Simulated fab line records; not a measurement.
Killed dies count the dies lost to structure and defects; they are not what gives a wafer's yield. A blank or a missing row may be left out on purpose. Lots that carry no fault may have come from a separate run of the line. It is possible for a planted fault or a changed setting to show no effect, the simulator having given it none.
A single fault, viewed from 2 desks || flow sky130 || numbers are kept per desk, each desk with only its own; the story behind them comes last

## METROLOGY DESK
What the gauges read for every lot (on any tool): the sampled wafers with a number, averaged. Marked OUT: a lot whose mean sits more than 4 standard deviations from the usual mean, which makes it out of limits; the brackets give that distance.
Columns: A = LI_CONTACT_W_THK at SKY_LI_CONTACT_THK_MEAS_23, usual 404 nm; B = cd-nm at SKY_CONTACT_CD_MEAS_14, usual 170.6 nm
{"lot": "L923", "first seen here": "day 29 01:05", "A": 401, "B": 171.5}
{"lot": "L924", "first seen here": "day 29 07:22", "A": 401, "B": 168.8}
{"lot": "L925", "first seen here": "day 29 15:28", "A": 411, "B": 171.7}
{"lot": "L927", "first seen here": "day 30 10:25", "A": 404, "B": 167.6}
{"lot": "L928", "first seen here": "day 30 21:07", "A": 401, "B": 169.7}
{"lot": "L929", "first seen here": "day 30 23:11", "A": 404, "B": 171.0}
{"lot": "L930", "first seen here": "day 31 15:16", "A": 412, "B": 168.5}
{"lot": "L932", "first seen here": "day 32 09:40", "A": 398, "B": 170.1}
{"lot": "L937", "first seen here": "day 33 18:10", "A": 399, "B": 172.7}
{"lot": "L940", "first seen here": "day 34 20:49", "A": 414, "B": 171.3}
{"lot": "L941", "first seen here": "day 34 23:07", "A": 419, "B": 170.5}
{"lot": "L942", "first seen here": "day 35 22:29", "A": 401, "B": 171.7}
{"lot": "L945", "first seen here": "day 36 06:15", "A": 403, "B": 169.9}
This desk's finding: nothing out of limits on any of the 13 lots.

## DESK OF THE TOOL OWNER: rie-diel-03
The tool's own readings at SKY_CONTACT_ETCH_17 (etches SiO2 in C4F8/O2/Ar, stops on Si3N4, target depth 340 nm): means of the sampled wafers that have a number, for each lot that ran on this tool. Marked OUT: a lot whose mean sits more than 4 standard deviations from the usual mean, which makes it out of limits; the brackets give that distance.
Columns: A = oes-product-au at SKY_CONTACT_ETCH_17, usual 0.893 a.u.; B = rf-fwd-power-W at SKY_CONTACT_ETCH_17, usual 1489 W
{"lot": "L923", "first seen here": "day 31 12:04", "A": 0.895, "B": 1490}
{"lot": "L924", "first seen here": "day 31 17:01", "A": 0.896, "B": 1483}
{"lot": "L937", "first seen here": "day 36 00:40", "A": 0.893, "B": "1409 (-15) OUT"}
Finding of this desk: L937 out of limits; the first was L937 at day 36 00:40, on rf-fwd-power-W at SKY_CONTACT_ETCH_17. Within limits: L923, L924.

## BROUGHT TOGETHER
The tool owner's desk could have raised an alarm at day 36 00:40, on L937.
From the metrology desk's view, nothing was out of limits.
The metrology desk has L937 on record, within its limits.
Every lot named ran SKY_CONTACT_ETCH_17 on rie-diel-03.

## WHAT WAS PUT IN BY THE SIMULATOR
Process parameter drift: rie-diel-03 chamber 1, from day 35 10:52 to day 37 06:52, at SKY_CONTACT_ETCH_17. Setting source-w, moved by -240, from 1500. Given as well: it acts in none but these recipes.
Shown lots that were struck: L937.
Each desk's first reading out of limits, in hours after the fault started: the tool owner's desk, 14.
